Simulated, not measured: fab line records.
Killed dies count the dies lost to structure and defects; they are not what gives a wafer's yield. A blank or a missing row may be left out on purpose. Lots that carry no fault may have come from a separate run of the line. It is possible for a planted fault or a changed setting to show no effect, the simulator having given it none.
fab line records    flow sky130
record lots=5  wafers=15  lastDay=50
route steps=708 shown VT_ADJUST_HVTR@137 VT_ADJUST_PCH@143 PAD_OPEN@708
lots with no fault: from the same line, run without faults
startH: hours from the record's first day to the start of the lot's first wafer shown    waitH: hours from the lot's prior step to this one    " same as the row above    L1.1+2: a single row standing in for several wafers    - no value, or no start was given    * or withheld: withheld    < > ~ a bound
route shown NAME@n: names a module that has steps shown in the file, with the first one's number in the route    usual: the fault-free wafers' mean and standard deviation    same: alike in all rows    chamber/n: place in a boat    sites: per-site readings    _std_site: the standard deviation of these    _edge_site: outer sites' mean less inner sites'    radiusMm: how far each site lies from the wafer's centre    mask NAME#n: copy n    behind: the last tool/chamber to shape the wafer    hold: reason for holding the lot/hours on hold/outcome of the hold    device: which transistor (n, p or np) failed to switch    end of line: at the end of the route, the tests of the same wafers    a step without rows: its recipe alone    killed: the dies lost at the first sort to structure and to defects; this is not the yield of the wafer    map: dies across one wafer; x = killed, . = not, _ = none there
set.NAME: the run value of the setting; set.NAME@STEP: its run value at that earlier step    model.NAME: the simulator's own value behind a step, which no gauge read
lots seen at some steps along the route; tables by step, rows by wafer
services: the hour from which a tool's chamber was out of use, counted from the record's first day as startH (under 0 if before that day), plus the number of hours and why
## steps
# step SKY_VT_ADJUST_HVTR_DEVELOP_06
# recipe developTimeS=60  devTempC=23
# step SKY_VT_ADJUST_HVTR_CD_MEAS_07
# recipe targetCdNm=380
# usual cdNm=379.7/2.5
lot.wafer  tool      chamber  startH  waitH  cdNm
L628.2     cdSem-02  -        221.96  0.1    380.2
L628.3     "         -        "       "      380.0
L628.5     "         -        "       "      380.8
L630.2     cdSem-01  -        244.51  0.1    378.0
L630.3     "         -        "       "      376.2
L630.5     "         -        "       "      375.9
L632.2     cdSem-02  -        249.96  0.1    382.1
L632.4     "         -        "       "      381.4
L632.5     "         -        "       "      381.0
L633.4     cdSem-02  -        260.67  0.2    378.3
L633.5     "         -        "       "      378.6
L633.6     "         -        "       "      376.7
L644.1     cdSem-02  -        340.33  0.1    384.0
L644.2     "         -        "       "      383.9
L644.4     "         -        "       "      383.0
# step SKY_VT_ADJUST_HVTR_OVL_MEAS_08
# usual VT_ADJUST_HVTR_OVL=0.1/1.6
lot.wafer  tool        chamber  startH  waitH  VT_ADJUST_HVTR_OVL[nm]
L628.2     overlay-02  -        222.07  0.1    2.7
L628.3     "           -        "       "      2.8
L628.5     "           -        "       "      2.0
L630.2     overlay-01  -        244.62  0.1    3.9
L630.3     "           -        "       "      3.0
L630.5     "           -        "       "      2.2
L632.2     overlay-02  -        250.07  0.1    1.5
L632.4     "           -        "       "      0.9
L632.5     "           -        "       "      0.0
L633.4     overlay-02  -        260.75  0.1    -1.2
L633.5     "           -        "       "      -0.2
L633.6     "           -        "       "      -0.5
L644.1     overlay-01  -        340.45  0.1    -2.1
L644.2     "           -        "       "      -0.8
L644.4     "           -        "       "      -0.7
# step SKY_VT_ADJUST_HVTR_IMPLANT_09
# recipe species=B  energyKev=10  doseCm2=2.1e+12  tiltDeg=withheld
# step SKY_VT_ADJUST_HVTR_STRIP_10
# recipe chemistry=O2/N2  powerW=1400  pressureMtorr=1500  platenTempC=withheld  o2FlowSccm=3000  n2FlowSccm=300  overashFraction=0.5
# usual drypumpMotorCurrentA=5.5/0.39  oesProductAu=0.716/0.0046  stripTimeToEndpointS=14.17/0.041
lot.wafer  tool            chamber  startH  waitH  drypumpMotorCurrentA  oesProductAu  rfHoursCounterH  stripTimeToEndpointS
L628.2     plasmaAsher-02  0        222.25  0.1    5.5                   0.710         42               14.22
L628.3     "               1        "       "      5.2                   0.720         -                14.22
L628.5     "               1        "       "      5.2                   0.720         -                14.19
L630.2     plasmaAsher-03  1        244.80  0.1    6.2                   0.719         50               14.16
L630.3     "               1        "       "      6.1                   0.719         -                14.15
L630.5     "               1        "       "      6.1                   0.711         -                14.17
L632.2     plasmaAsher-01  0        250.25  0.1    5.0                   0.717         13               14.17
L632.4     "               1        "       "      5.8                   0.718         -                14.19
L632.5     "               1        "       "      5.9                   0.713         -                14.21
L633.4     plasmaAsher-02  0        260.95  0.1    5.5                   0.713         -                14.16
L633.5     "               1        "       "      5.2                   0.716         -                14.16
L633.6     "               0        "       "      5.5                   0.715         -                14.14
L644.1     plasmaAsher-01  1        340.63  0.1    5.8                   0.715         22               14.23
L644.2     "               0        "       "      5.0                   0.713         22               14.26
L644.4     "               1        "       "      5.8                   0.715         -                14.21
# step SKY_VT_ADJUST_HVTR_TW_MEAS_11
# usual VT_ADJUST_HVTR_TW=211.6/1.3
lot.wafer  tool          chamber  startH  waitH  VT_ADJUST_HVTR_TW
L628.2     filmMetro-01  -        222.36  0.1    210.6
L628.3     "             -        "       "      210.9
L628.5     "             -        "       "      211.2
L630.2     filmMetro-02  -        244.91  0.1    211.8
L630.3     "             -        "       "      213.7
L630.5     "             -        "       "      212.3
L632.2     filmMetro-02  -        250.36  0.1    211.7
L632.4     "             -        "       "      211.4
L632.5     "             -        "       "      212.8
L633.4     filmMetro-01  -        261.05  0.1    209.2
L633.5     "             -        "       "      210.1
L633.6     "             -        "       "      210.1
L644.1     filmMetro-02  -        340.73  0.1    212.1
L644.2     "             -        "       "      212.0
L644.4     "             -        "       "      211.2
# step SKY_VT_ADJUST_PCH_DEHYDRATE_00
# recipe tempC=200  timeS=60
# step SKY_VT_ADJUST_PCH_HMDS_01
# recipe primeTimeS=60  primeTempC=120
# step SKY_VT_ADJUST_PCH_COAT_02
# recipe spinRpm=2000  resistThkNm=3000
# step SKY_VT_ADJUST_PCH_SOFTBAKE_03
# recipe tempC=110  timeS=withheld
# step SKY_VT_ADJUST_PCH_EXPOSE_04
# recipe maskId=NWM  na=0.6  sourceShape=conventional  sigmaOuter=0.6  polarization=unpolarized  targetCdNm=840  doseMj=255
# step SKY_VT_ADJUST_PCH_PEB_05
# recipe tempC=115  timeS=withheld
# step SKY_VT_ADJUST_PCH_DEVELOP_06
# recipe wallAngleDeg=90  developer=TMAH  developTimeS=60  devTempC=23
lot.wafer   tool           chamber  startH  waitH
L628.2+3+5  lithoTrack-02  0        245     -
L630.2+3+5  lithoTrack-04  0        268     -
L632.2+4+5  lithoTrack-04  0        274     -
L633.4+5+6  lithoTrack-02  0        286     -
L644.1+2+4  lithoTrack-02  0        368     -
# step SKY_VT_ADJUST_PCH_OVL_MEAS_07
# usual VT_ADJUST_PCH_OVL=0.7/1.4
lot.wafer  tool        chamber  startH  waitH  VT_ADJUST_PCH_OVL[nm]
L628.2     overlay-01  -        245.37  -      1.5
L628.3     "           -        "       "      1.4
L628.5     "           -        "       "      4.0
L630.2     overlay-02  -        268.80  -      1.3
L630.3     "           -        "       "      0.5
L630.5     "           -        "       "      0.2
L632.2     overlay-01  -        274.85  -      -
L632.4     "           -        "       "      0.3
L632.5     "           -        "       "      0.9
L633.4     overlay-01  -        286.13  -      2.3
L633.5     "           -        "       "      2.2
L633.6     "           -        "       "      3.0
L644.1     overlay-02  -        368.32  -      0.8
L644.2     "           -        "       "      0.6
L644.4     "           -        "       "      0.7
# step SKY_VT_ADJUST_PCH_IMPLANT_08
# recipe species=B  energyKev=10  doseCm2=5e+11  tiltDeg=withheld
# step SKY_PAD_OPEN_PROBE_99
# usual killed_at_M0_to_M3=44/7.2  killed_at_M4_up=2.9/1.8  killedAtContacts=24/5.2  killedAtFrontEnd=15/4  killedAtOther=0.2/0.49  killedDies=85/9.1  killedOnRim=17/3.7  killedOpen=47/6.8  killedShort=38/5.7
# same grossDies=492  killedAtBackSide=0
lot.wafer  tool       chamber  startH   waitH  hold                     killed_at_M0_to_M3  killed_at_M4_up  killedAtContacts  killedAtFrontEnd  killedAtOther  killedDies  killedOnRim  killedOpen  killedShort
L628.2     prober-01  -        1111.07  0.1    -                        38                  4                27                20                1              90          16           42          48
L628.3     prober-01  -        1111.12  0.2    -                        48                  4                14                15                0              81          20           41          40
L628.5     prober-01  -        1111.22  0.2    -                        41                  5                23                11                0              80          16           50          30
L630.2     prober-01  -        1124.19  0.1    -                        37                  2                25                12                0              76          16           46          30
L630.3     prober-01  -        1124.24  0.2    -                        44                  4                20                21                0              89          18           46          43
L630.5     prober-01  -        1124.34  0.2    -                        46                  1                26                14                0              87          15           55          32
L632.2     prober-01  -        1128.98  0.1    awaitDispo/5.1h/release  46                  1                26                418               1              492         96           40          42
L632.4     prober-01  -        1129.08  0.2    awaitDispo/5.1h/release  40                  3                26                7                 0              76          16           32          44
L632.5     prober-01  -        1129.13  0.2    awaitDispo/5.1h/release  41                  3                33                12                1              90          24           56          34
L633.4     prober-01  -        1138.99  0.2    -                        36                  4                32                14                0              86          15           47          39
L633.5     prober-01  -        1139.04  0.2    -                        35                  0                25                16                0              76          18           48          28
L633.6     prober-01  -        1139.09  0.2    -                        41                  3                28                14                0              86          14           50          36
L644.1     prober-01  -        1195.17  0.1    -                        43                  7                29                8                 1              88          20           42          46
L644.2     prober-01  -        1195.22  0.1    -                        34                  2                15                21                0              72          10           45          27
L644.4     prober-01  -        1195.32  0.2    -                        42                  3                13                13                0              71          17           40          31
# killed by level:class
L628.2 VIA1:geometricParticle:open=10 CONTACT:geometricParticle:open=8 FIELD_ISO:geometricParticle:short=7 LI_CONTACT:geometricParticle:open=6 VIA1:geometricParticle:short=6 VIA3:geometricParticle:open=6 LOCAL_INTERCONNECT:geometricParticle:short=5 CONTACT:geometricParticle:short=5
L628.3 VIA2:geometricParticle:open=8 VIA1:geometricParticle:open=7 VIA1:geometricParticle:short=7 FIELD_ISO:geometricParticle:short=5 VIA3:geometricParticle:open=5 FIELD_ISO:geometricParticle:open=4 CONTACT:geometricParticle:open=4 CONTACT:geometricParticle:short=4
L628.5 VIA1:geometricParticle:open=11 CONTACT:geometricParticle:open=10 VIA3:geometricParticle:open=8 VIA2:geometricParticle:open=6 CONTACT:geometricParticle:short=5 VIA1:geometricParticle:short=5 METAL2:geometricParticle:short=5 LI_CONTACT:geometricParticle:open=4
L630.2 CONTACT:geometricParticle:open=12 VIA1:geometricParticle:open=7 LI_CONTACT:geometricParticle:open=6 CONTACT:geometricParticle:short=5 METAL1:geometricParticle:short=5 POLY_GATE:geometricParticle:short=4 VIA3:geometricParticle:open=4 FIELD_ISO:geometricParticle:open=3
L630.3 VIA1:geometricParticle:open=11 CONTACT:geometricParticle:open=9 VIA2:geometricParticle:open=7 POLY_GATE:geometricParticle:short=6 FIELD_ISO:geometricParticle:short=5 VIA3:geometricParticle:open=5 VIA1:geometricParticle:short=5 FIELD_ISO:geometricParticle:open=4
L630.5 CONTACT:geometricParticle:open=17 VIA1:geometricParticle:open=13 VIA1:geometricParticle:short=8 VIA2:geometricParticle:open=7 METAL1:geometricParticle:short=5 POLY_GATE:geometricParticle:open=4 LI_CONTACT:geometricParticle:open=4 METAL2:geometricParticle:short=4
L632.2 VT_ADJUST_PCH:areaDevelop=410 VIA1:geometricParticle:open=10 VIA3:geometricParticle:open=9 CONTACT:geometricParticle:short=7 LI_CONTACT:geometricParticle:open=6 LI_CONTACT:geometricParticle:short=5 METAL2:geometricParticle:short=5 METAL1:geometricParticle:short=5
L632.4 CONTACT:geometricParticle:open=11 VIA1:geometricParticle:open=7 VIA2:geometricParticle:short=7 VIA1:geometricParticle:short=6 LI_CONTACT:geometricParticle:open=5 CONTACT:geometricParticle:short=5 METAL1:geometricParticle:short=5 LOCAL_INTERCONNECT:geometricParticle:short=4
L632.5 VIA1:geometricParticle:open=14 LI_CONTACT:geometricParticle:open=11 VIA2:geometricParticle:open=9 CONTACT:geometricParticle:open=7 LI_CONTACT:geometricParticle:short=5 CONTACT:geometricParticle:short=5 VIA1:geometricParticle:short=5 FIELD_ISO:geometricParticle:open=4
L633.4 CONTACT:geometricParticle:open=15 VIA2:geometricParticle:open=9 VIA1:geometricParticle:open=8 FIELD_ISO:geometricParticle:short=6 LI_CONTACT:geometricParticle:open=6 METAL1:geometricParticle:short=5 VIA1:geometricParticle:short=4 METAL3:geometricParticle:short=4
L633.5 LI_CONTACT:geometricParticle:open=11 VIA2:geometricParticle:open=9 CONTACT:geometricParticle:open=8 FIELD_ISO:geometricParticle:open=5 VIA1:geometricParticle:open=5 FIELD_ISO:geometricParticle:short=4 VIA3:geometricParticle:short=4 METAL2:geometricParticle:short=4
L633.6 LI_CONTACT:geometricParticle:open=10 VIA2:geometricParticle:open=8 VIA1:geometricParticle:open=8 CONTACT:geometricParticle:short=6 CONTACT:geometricParticle:open=6 VIA3:geometricParticle:open=6 FIELD_ISO:geometricParticle:open=5 METAL2:geometricParticle:short=5
L644.1 CONTACT:geometricParticle:open=10 VIA1:geometricParticle:open=8 VIA3:geometricParticle:open=8 CONTACT:geometricParticle:short=7 LOCAL_INTERCONNECT:geometricParticle:short=6 METAL2:geometricParticle:short=5 METAL1:geometricParticle:short=5 VIA2:geometricParticle:open=5
L644.2 CONTACT:geometricParticle:open=10 VIA3:geometricParticle:open=8 POLY_GATE:geometricParticle:open=7 FIELD_ISO:geometricParticle:short=6 VIA1:geometricParticle:open=6 VIA2:geometricParticle:open=5 FIELD_ISO:geometricParticle:open=4 LOCAL_INTERCONNECT:geometricParticle:short=4
L644.4 VIA3:geometricParticle:open=11 VIA1:geometricParticle:open=9 FIELD_ISO:geometricParticle:short=7 VIA2:geometricParticle:open=7 METAL2:geometricParticle:short=7 CONTACT:geometricParticle:open=6 METAL1:geometricParticle:short=4 METAL4:geometricParticle:short=3
# map L632.2 (x killed, . not)
__________xxxxxxxxxx_________
________xxxxxxxxxxxxxx_______
______xxxxxxxxxxxxxxxxxx_____
_____xxxxxxxxxxxxxxxxxxxx____
____xxxxxxxxxxxxxxxxxxxxxx___
___xxxxxxxxxxxxxxxxxxxxxxxx__
__xxxxxxxxxxxxxxxxxxxxxxxxxx_
_xxxxxxxxxxxxxxxxxxxxxxxxxxxx
_xxxxxxxxxxxxxxxxxxxxxxxxxxxx
_xxxxxxxxxxxxxxxxxxxxxxxxxxxx
_xxxxxxxxxxxxxxxxxxxxxxxxxxxx
_xxxxxxxxxxxxxxxxxxxxxxxxxxxx
_xxxxxxxxxxxxxxxxxxxxxxxxxxxx
_xxxxxxxxxxxxxxxxxxxxxxxxxxxx
_xxxxxxxxxxxxxxxxxxxxxxxxxxxx
__xxxxxxxxxxxxxxxxxxxxxxxxxx_
___xxxxxxxxxxxxxxxxxxxxxxxx__
____xxxxxxxxxxxxxxxxxxxxxx___
_____xxxxxxxxxxxxxxxxxxxx____
______xxxxxxxxxxxxxxxxxx_____
________xxxxxxxxxxxxxx_______
__________xxxxxxxxxx_________
# map L630.3 (x killed, . not)
__________.......x.._________
________...x.xxx...x.x_______
______x.xx.............._____
_____....................____
____.x.x....x..x..........___
___...........x..x.xxx.....__
__......xx...........x.x...._
_.....x.x........x...x.......
_x....x.x......x...........xx
_..........x.................
_..x......x......x.........xx
_.x.......x..x..x.......x.x..
_..x..x.....x.....x....x.x...
_.....x.xx.x........x.......x
_................x..x..x..x..
__x.x...xx........x.x.x..xx._
___x..x.x.........x.......x__
____...x...........x...x..___
_____.....x............x.____
______..xx...x....xx...x_____
________.......x.x...._______
__________........x._________
## services
tool            chamber  startH  hours  kind
plasmaAsher-02  -        321.93  0.7    repair
## key
firstSign step=SKY_VT_ADJUST_PCH_OVL_MEAS_07  reading=VT_ADJUST_PCH_OVL  direction=missing
effect step=SKY_PAD_OPEN_PROBE_99  reading=killedAtFrontEnd  direction=up  sigmas=99+  usual=15  struck=418
moreKillsBornAt SKY_VT_ADJUST_PCH_DEVELOP_06@lithoTrack-04=410
metAt SKY_VT_ADJUST_PCH_DEVELOP_06
struckWafers L632.2
testerLeftOut L632
onsetBetween 268 274
fault kind=processParameterDrift  tool=lithoTrack-04  chamber=-  onsetH=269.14  steps=SKY_VT_ADJUST_PCH_DEVELOP_06  channel=developTimeS  offset=*  shape=step  endH=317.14  scope=struckWafersOnly  actsIn=*  stated=*
# testerLeftOut: of these lots the tester's yield and bins aren't shown, on N5 and GAA mostly nor the transistor test; their killed dies are dies lost to structure and defects alone, not to doping, threshold or leakage, so they don't give the yield
